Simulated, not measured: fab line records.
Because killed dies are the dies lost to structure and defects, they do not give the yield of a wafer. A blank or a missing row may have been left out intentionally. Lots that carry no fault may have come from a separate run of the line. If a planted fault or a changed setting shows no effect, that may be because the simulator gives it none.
Which of the tools did it?	flow gf180mcu	36 wafers from 12 lots sampled at 4 of the route's 602 steps

## WHAT EACH GAUGE READ, for each wafer
GF_VT_IMPLANT_RS_MEAS_46: measures by four-point-probe. Usual: MVSD_RS typically reads 456.7 ohm/sq, with standard deviation 0.95.
lot	measured	on	MVSD_RS (ohm/sq)	flag
L791	day 7 16:21	film metro-04	456.0 456.0 457.0	
L793	day 8 04:21	film metro-03	456.4 455.9 456.8	
L794	day 8 10:39	film metro-04	456.5 456.5 456.1	
L795	day 8 19:01	film metro-04	457.3 455.6 457.6	
L796	day 8 22:23	film metro-04	456.0 456.2 456.1	
L797	day 9 06:19	film metro-04	456.8 458.2 457.3	
L798	day 9 10:27	film metro-03	456.6 456.6 457.4	
L799	day 9 18:31	film metro-01	455.6 455.9 455.6	
L806	day 11 18:59	film metro-01	457.4 457.4 457.7	
L810	day 12 20:52	film metro-04	457.5 458.0 456.4	
L811	day 13 05:14	film metro-01	458.1 457.6 457.2	
L813	day 13 17:14	film metro-01	455.6 456.9 456.0	

GF_HV_LDD_TW_MEAS_38. Usual: HV_LDD_3_TW typically reads 1430, with standard deviation 8.
lot	measured	on	HV_LDD_3_TW	flag
L791	day 11 16:31	film metro-01	1418 1410 1424	
L793	day 12 09:15	film metro-01	1428 1424 1424	
L794	day 12 13:19	film metro-04	1438 1430 1438	
L795	day 13 01:34	film metro-04	1428 1441 1437	
L796	day 13 04:37	film metro-03	1438 1429 1442	
L797	day 13 14:07	film metro-03	1437 1446 1441	
L798	day 13 16:28	film metro-01	1421 1414 1417	
L799	day 14 03:17	film metro-01	1429 1417 1430	
L806	day 16 11:51	film metro-01	1426 1430 1413	
L810	day 17 18:09	film metro-03	1415 1416 1410	
L811	day 18 03:23	film metro-03	1414 1414 1403 1406 1413 1408	
L813	day 18 15:02	film metro-01	1428 1434 1426	

GF_HV_LDD_RS_MEAS_53: measures by four-point-probe. Usual: HV_LDD_RS typically reads 418.3 ohm/sq, with standard deviation 0.95.
lot	measured	on	HV_LDD_RS (ohm/sq)	flag
L791	day 12 12:50	film metro-04	418.1 418.0 418.9	
L793	day 13 05:17	film metro-04	417.7 417.8 417.4	
L794	day 13 09:14	film metro-03	418.1 416.3 418.2	
L795	day 13 21:43	film metro-04	419.7 419.2 420.3	
L796	day 14 03:36	film metro-03	418.2 419.0 417.6	
L797	day 14 11:13	film metro-04	419.6 419.1 418.4	
L798	day 14 13:48	film metro-04	418.2 417.8 418.6	
L799	day 15 00:29	film metro-03	419.1 418.1 417.5	
L806	day 17 11:04	film metro-04	418.8 418.4 418.9	
L810	day 18 18:28	film metro-03	421.4 420.4 421.1	
L811	day 19 04:03	film metro-04	420.8 420.6 420.7	
L813	day 19 15:34	film metro-04	418.3 417.8 418.1	

## TOOL THAT RAN EACH LOT (tool first, then ch and the chambers of the sampled wafers, then the start)
lot	GF_HV_LDD_IMPLANT_33
L791	implanter-04 ch 0, day 11 15:49
L793	implanter-04 ch 0, day 12 08:34
L794	implanter-01 ch 0, day 12 12:37
L795	implanter-04 ch 0, day 13 00:53
L796	implanter-01 ch 0, day 13 03:55
L797	implanter-01 ch 0, day 13 13:27
L798	implanter-04 ch 0, day 13 15:46
L799	implanter-02 ch 0, day 14 02:35
L806	implanter-02 ch 0, day 16 11:09
L810	implanter-01 ch 0, day 17 17:27
L811	implanter-01 ch 0, day 18 02:41
L813	implanter-04 ch 0, day 18 14:20
- GF_HV_LDD_IMPLANT_33

## AS READ BY THE TOOLS THEMSELVES (means over the sampled wafers that have a number; for cases with no such wafer, the mark the record gives instead)
GF_HV_LDD_IMPLANT_33. Usual: beam on s 9.98 s, standard deviation 0.2; faraday current uA 42.4, standard deviation 0.84.
lot	tool	beam on s (s)	faraday current uA	flag
L791	implanter-04	9.75	43.5	
L793	implanter-04	9.97	42.4	
L794	implanter-01	9.84	43.1	
L795	implanter-04	10.09	42.1	
L796	implanter-01	9.91	42.7	
L797	implanter-01	10.12	42.0	
L798	implanter-04	9.83	43.1	
L799	implanter-02	10.08	41.9	
L806	implanter-02	9.99	42.4	
L810	implanter-01	8.35	50.8	OFF
L811	implanter-01	8.30	50.9	OFF
L813	implanter-04	10.18	41.5	

## THE ANSWER, worked out from the rows above alone
Rule: a lot counts as off when the mean over its wafers that have a number is more than 3 standard deviations away from the usual mean. Also off: a lot with no number at a reading for which 4 or more lots have one. Any other lot the step has rows for is counted as sound. The gauges are gone through in route order, then the tools' own readings, and for those a lot's mean is taken as printed above. The first step at which some lot is off is used, and at that step the reading that is off furthest; a lot without a number counts as furthest.
Off at GF_HV_LDD_IMPLANT_33 (faraday current uA): L810, L811.
A tool fits if, at that step or a process step before it, it ran every lot that is off, and no sound lot after the first of them. One candidate fits, namely implanter-01 at GF_HV_LDD_IMPLANT_33. Its last sound lot is L797 (day 13 13:27), its first lot that is off L810 (day 17 17:27): a fault that began between those two fits.
The tool's own readings at GF_HV_LDD_IMPLANT_33 bear it out: on the lots that are off they differ by more than 5 times the standard deviation of the sound lots' means. beam on s reads 8.32 s there against 9.98 s on the sound lots; faraday current uA reads 50.8 there against 42.5 on the sound lots.

## WHAT THE SIMULATOR HAD PUT IN
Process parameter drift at GF_HV_LDD_IMPLANT_33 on implanter-01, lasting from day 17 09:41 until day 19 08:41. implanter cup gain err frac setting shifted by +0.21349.
Lots struck among those shown: L810, L811. The rule given above showed the same thing.
